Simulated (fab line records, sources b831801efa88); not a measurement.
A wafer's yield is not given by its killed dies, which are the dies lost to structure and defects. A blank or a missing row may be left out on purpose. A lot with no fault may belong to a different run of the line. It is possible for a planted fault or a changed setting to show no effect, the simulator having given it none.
8D (eight disciplines) problem report, filled in by code    flow sky130    the parts of the form that need people (team, actions taken, sign-off) are left out

1. THE PROBLEM
oes-product-au at SKY_FIELD_ISO_ETCH_17 reads a mean of 1.118 a.u. on 1 wafer of 1 lot; wafers without a fault read 1.001 a.u. with a standard deviation of 0.0096. Measured from the usual mean, that is +12 standard deviations.
The step: etches Si in HBr/Cl2/O2, target depth 342 nm, time 97.7 s.
Earliest sighting: wafer L635.6 on rie-si-02 at day 3 23:17. At this step, 15 wafers from 5 lots have a number in the record. Rule for "out" (also "out of limits"): further than 4 standard deviations from the usual mean. Any other wafer with a number is counted as sound.

2. WHAT THIS IS AND IS NOT
question                     is                                  is not
which readings at this step  oes-product-au, throttle-valve-pct  HBr_flow_sccm, drypump-motor-current-A
which lots                   L635                                L627, L628, L645, L646
which wafers of those lots   L635.6                              L635.2, L635.4
read on which tools          rie-si-02                           rie-si-01
when                         from day 3 23:17                    up to then (8 sound wafers); but 6 sound wafers of L645, L646 came after

3. WHAT RULES OUT EACH SUSPECT
Counting: any tool at a process step up to the reading remains a suspect provided it ran every lot that is out. Sound lots after the first of them don't rule it out here, since some wafers of a struck lot are sound.
- rie-diel-04 at SKY_FIELD_ISO_ETCH_14 (etches BARC in N2/H2, stops on SiO2, time 45.9 s, target depth 60 nm): kept. It ran the lot that is out, L635 (day 3 23:05).
- rie-diel-04 at SKY_FIELD_ISO_ETCH_15 (etches the open film in CHF3/O2, stops on Si, target depth 180 nm, time 72 s): kept. It ran the lot that is out, L635 (day 3 23:08).
- plasma-asher-03 at SKY_FIELD_ISO_STRIP_16 (strips in O2/N2): kept. The lot that is out, L635, ran on it at day 3 23:11; the last sound lot it ran before that was L628, at day 2 08:54.
- rie-si-02 at SKY_FIELD_ISO_ETCH_17 (etches Si in HBr/Cl2/O2, target depth 342 nm, time 97.7 s): kept. The lot that is out, L635, ran on it at day 3 23:17; the last sound lot it ran before that was L628, at day 2 09:00. On those wafers its own readings are out: oes-product-au, throttle-valve-pct.
- In rie-diel-04 at SKY_FIELD_ISO_ETCH_14, the wafers that are out were processed in chamber 1 and their sound lot-mates in chambers 2, 3.
- In rie-diel-04 at SKY_FIELD_ISO_ETCH_15, the wafers that are out were processed in chamber 1 and their sound lot-mates in chambers 2, 3.
- At SKY_FIELD_ISO_STRIP_16 on plasma-asher-03, chamber 0 took the sound wafers of the same lots and chamber 1 took the wafers that are out.
- In rie-si-02 at SKY_FIELD_ISO_ETCH_17, the wafers that are out were processed in chamber 0 and their sound lot-mates in chambers 1, 2.
Left after counting: rie-diel-04 at SKY_FIELD_ISO_ETCH_14, rie-diel-04 at SKY_FIELD_ISO_ETCH_15, plasma-asher-03 at SKY_FIELD_ISO_STRIP_16, rie-si-02 at SKY_FIELD_ISO_ETCH_17.

4. THE CAUSE (what the simulator had put in)
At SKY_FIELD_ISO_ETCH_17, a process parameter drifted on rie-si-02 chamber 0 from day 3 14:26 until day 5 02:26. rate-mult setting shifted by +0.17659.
Counting leaves 4 suspects; this tool is one of them.

5. SEQUENCE OF EFFECTS, ordered by route
One row per reading whose mean, taken over the struck wafers that have a number, lies over 3 standard deviations from the usual. Only readings whose record carries a usual standard deviation are examined. hours: median over the lots of the time between each lot's start at the first step of this table that gives one and its start at this step. sigmas: the change, counted in usual standard deviations.
hours  step                   reading             usual       on struck wafers  change  sigmas
0      SKY_FIELD_ISO_ETCH_17  oes-product-au      1.001 a.u.  1.118             +0.117  +12
0      SKY_FIELD_ISO_ETCH_17  throttle-valve-pct  25.656 %    25.585            -0.071  -6.5
Here are the process steps it includes:
- SKY_FIELD_ISO_ETCH_17: etches Si in HBr/Cl2/O2, target depth 342 nm, time 97.7 s.
Later measuring or inspecting steps at which every struck wafer that the step has a row for has a number for every such reading, and none has moved that far: SKY_FIELD_ISO_THK_MEAS_23, SKY_FIELD_ISO_THK_MEAS_25.

6. HOW IT WOULD HAVE BEEN CAUGHT EARLIER
9 hours passed between the start of the fault at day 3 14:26 and the first reading out of limits in this record, taken at day 3 23:17.
